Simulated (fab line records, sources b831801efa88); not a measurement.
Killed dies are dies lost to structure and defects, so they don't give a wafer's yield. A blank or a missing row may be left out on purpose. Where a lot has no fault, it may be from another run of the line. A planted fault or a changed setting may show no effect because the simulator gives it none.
A lot that was struck, set against a sound lot || flow sfq_line || 41 steps out of a route of 325
Sound: the wafers L201.1, L201.2, L201.3. Wafers L208.1, L208.2, L208.3 were the ones struck. The cause is named last.
Order at every step that has rows: each side's tool, ch and its chambers, its first start. Under that, the readings that differ: sound wafers || struck wafers || difference of the means || sigmas: that difference in standard deviations of wafers without a fault.
alike: a reading whose means differ by less than 2 such deviations, as well as words and numbers matching on both sides. not compared: withheld readings; readings where some wafer has no value; bounds like >300 that might hide an equal value; numbers whose values overlap and for which the record gives no deviation.
A row with sigmas, a row that says differs or no value, or rows on one side alone: a step with any of these is where the two part. Numbers that have no deviation but don't overlap get no sigmas and don't part them. A reading that every wafer of one side lacks parts them only if that side has two wafers or more.

first, 6 steps without rows for these wafers: SFQ_TRILAYER_I1_VIA_LITHO_COAT_054 (resist thk 62 nm); SFQ_TRILAYER_I1_VIA_LITHO_COAT_049 (resist thk 650 nm); SFQ_TRILAYER_I1_VIA_LITHO_SOFTBAKE_053; SFQ_TRILAYER_I1_VIA_LITHO_EXPOSE_050 (exposes mask I1, target cd 500 nm); SFQ_TRILAYER_I1_VIA_LITHO_PEB_052 (peb time 60 s); SFQ_TRILAYER_I1_VIA_LITHO_DEVELOP_051 (time 60 s).
SFQ_I1_OVL_MEAS_913:
  struck on overlay-02, day 22 06:26; sound on overlay-01, day 17 16:39
  alike: I1_OVL
SFQ_TRILAYER_I1_VIA_BARC_OPEN_VIA_ETCH_071: etches BARC in O2, target depth 125 nm, time 41.7 s.
  sound on rie_diel-01 ch 0,2,3, day 17 16:41; struck on rie_diel-01 ch 0,1,3, day 22 06:28
  alike: chamber_pressure_mTorr, drypump_motor_current_A, oes_product_au
  not compared: rf_hours_counter_h
SFQ_TRILAYER_I1_VIA_ETCH_VIA_ETCH_052: etches SiO2 in CHF3, stops on Nb, target depth 260 nm.
  sound on rie_diel-01 ch 0,2,3, day 17 16:44; struck on rie_diel-01 ch 0,1,3, day 22 06:31
  alike: chamber_pressure_mTorr, drypump_motor_current_A, oes_product_au
SFQ_TRILAYER_I1_VIA_STRIP_STRIP_053: strips in O2.
  sound on rie_metal-03 ch 0,1, day 17 16:50; struck on rie_metal-03 ch 0,1, day 22 06:37
  alike: chamber_pressure_mTorr, drypump_motor_current_A, oes_product_au
  not compared: rf_hours_counter_h
then, 2 steps without rows for these wafers: SFQ_TRILAYER_I1_VIA_STRIP_SOLV_CLEAN_054 (cleans in NMP, time 600 s); SFQ_TRILAYER_M2_DEP_PRE_CLEAN_056 (time 22.5 s).
SFQ_TRILAYER_M2_DEP_SPUTTER_055: material Nb, target thk 200 nm, time 133.3 s.
  struck on pvd_sputter-06, day 22 07:25; sound on pvd_sputter-06, day 17 17:39
{"reading": "model.Nb_of_TRILAYER_M2_DEP_SPUTTER_055.thk_nm (nm)", "sound": "200.5 199.1 198.8", "struck": "214.5 214.2 215.7", "difference": "+15.3", "sigmas": ""}
  alike: throttle_valve_pct
SFQ_M2_RS_MEAS_914: a four-point-probe measurement.
  struck on film_metro-04, day 22 07:48; sound on film_metro-03, day 17 17:44
{"reading": "M2_NB_RS (ohm/sq)", "sound": "0.888 0.896 0.896", "struck": "0.829 0.832 0.826", "difference": -0.064, "sigmas": -9}
  not compared: hold
then, 5 steps without rows for these wafers: SFQ_TRILAYER_M2_LITHO_COAT_057 (resist thk 600 nm); SFQ_TRILAYER_M2_LITHO_SOFTBAKE_061; SFQ_TRILAYER_M2_LITHO_EXPOSE_058 (exposes mask M2, target cd 500 nm); SFQ_TRILAYER_M2_LITHO_PEB_060 (peb time 60 s); SFQ_TRILAYER_M2_LITHO_DEVELOP_059 (time 60 s).
-- the record jumps here: 2 days lie between the struck wafers' starts before and after --
SFQ_M2_OVL_MEAS_916:
  struck on overlay-01, day 24 17:43; sound on overlay-02, day 21 17:11
  alike: M2_OVL
SFQ_TRILAYER_M2_BARC_OPEN_METAL_ETCH_077: etches BARC in O2, target depth 125 nm, time 41.7 s.
  sound on rie_metal-04 ch 0,1, day 21 17:14; struck on rie_metal-02 ch 0,1, day 24 17:45
{"reading": "drypump_motor_current_A (A)", "sound": "6.1 5.7 6.1", "struck": "4.7 5.4 4.7", "difference": -1.0, "sigmas": -2}
  alike: chamber_pressure_mTorr, oes_product_au
  not compared: rf_hours_counter_h
SFQ_TRILAYER_M2_ETCH_METAL_ETCH_060: etches Nb in Cl2/Ar, stops on SiO2, target depth 240 nm, time 120 s.
  sound on rie_metal-04 ch 0,1, day 21 17:17; struck on rie_metal-02 ch 0,1, day 24 17:49
{"reading": "drypump_motor_current_A (A)", "sound": "6.1 5.7 6.1", "struck": "4.7 5.4 4.7", "difference": -1.0, "sigmas": -2}
{"reading": "oes_product_au (a.u.)", "sound": "0.889 0.888 0.895", "struck": "0.923 0.926 0.939", "difference": "+0.039", "sigmas": "+7"}
  alike: chamber_pressure_mTorr
  not compared: rf_hours_counter_h
then, 2 steps without rows for these wafers: SFQ_TRILAYER_M2_STRIP_STRIP_061 (strips in O2); SFQ_TRILAYER_M2_STRIP_SOLV_CLEAN_062 (cleans in NMP, time 600 s).
SFQ_TRILAYER_I2_DEP_PECVD_063: deposits SiO2 from SiH4/N2O, time 111.11 s, target thk 500 nm.
  sound on pecvd-01 ch 0,1,2, day 21 18:11; struck on pecvd-02 ch 0,1,2, day 24 18:43
  alike: heater_power_w, susceptor_temp_C, throttle_valve_pct
then, 1 step without rows for these wafers: SFQ_TRILAYER_I2_CMP_CMP_064 (polishes SiO2).
SFQ_I2_BOW_MEAS_917:
  struck on film_metro-03, day 25 06:46; sound on film_metro-01, day 21 21:52
  alike: I2_BOW
then, 7 steps without rows for these wafers: SFQ_TRILAYER_I2_METRO_MEASURE_065; SFQ_TRILAYER_I2_VIA_LITHO_COAT_072 (resist thk 62 nm); SFQ_TRILAYER_I2_VIA_LITHO_COAT_067 (resist thk 650 nm); SFQ_TRILAYER_I2_VIA_LITHO_SOFTBAKE_071; SFQ_TRILAYER_I2_VIA_LITHO_EXPOSE_068 (exposes mask I2, target cd 500 nm); SFQ_TRILAYER_I2_VIA_LITHO_PEB_070 (peb time 60 s); SFQ_TRILAYER_I2_VIA_LITHO_DEVELOP_069 (time 60 s).
-- the record jumps here: 5 days lie between the struck wafers' starts before and after --
SFQ_I2_OVL_MEAS_918:
  struck on overlay-02, day 30 09:11; sound on overlay-01, day 27 03:17
  alike: I2_OVL
then, 5 steps without rows for these wafers: SFQ_TRILAYER_I2_VIA_BARC_OPEN_VIA_ETCH_096 (etches BARC in O2, target depth 125 nm, time 41.7 s); SFQ_TRILAYER_I2_VIA_ETCH_VIA_ETCH_070 (etches SiO2 in CHF3, stops on Nb, target depth 260 nm); SFQ_TRILAYER_I2_VIA_STRIP_STRIP_071 (strips in O2); SFQ_TRILAYER_I2_VIA_STRIP_SOLV_CLEAN_072 (cleans in NMP, time 600 s); SFQ_TRILAYER_M3_DEP_PRE_CLEAN_074 (time 22.5 s).
-- the record jumps here: 48 days lie between the struck wafers' starts before and after --
SFQ_M8_BOW_MEAS_951:
  struck on film_metro-02, day 77 22:24; sound on film_metro-02, day 75 19:28
{"reading": "model.etest.m2.ohm_um", "sound": "1.761 1.786 1.783", "struck": "1.666 1.667 1.657", "difference": -0.113, "sigmas": ""}
{"reading": "model.etest.i1.link_ohm", "sound": "1.964 1.98 1.976", "struck": "1.9 1.891 1.885", "difference": -0.1, "sigmas": ""}
{"reading": "model.etest.m2.ohm_sq", "sound": "0.8878 0.8944 0.8954", "struck": "0.8301 0.8312 0.8253", "difference": -0.0637, "sigmas": ""}
{"reading": "model.etest.i2.link_ohm", "sound": "1.993 1.994 1.997", "struck": "1.901 1.915 1.901", "difference": -0.089, "sigmas": ""}
  alike: M8_BOW

== WHERE THEY PART ==
At SFQ_M2_RS_MEAS_914 first; at SFQ_TRILAYER_M2_ETCH_METAL_ETCH_060 last (within this record only). Later steps at which nothing parts them and some readings are alike: SFQ_TRILAYER_I2_DEP_PECVD_063, SFQ_I2_BOW_MEAS_917, SFQ_I2_OVL_MEAS_918, SFQ_M8_BOW_MEAS_951.

WHY: the cause the simulator had injected
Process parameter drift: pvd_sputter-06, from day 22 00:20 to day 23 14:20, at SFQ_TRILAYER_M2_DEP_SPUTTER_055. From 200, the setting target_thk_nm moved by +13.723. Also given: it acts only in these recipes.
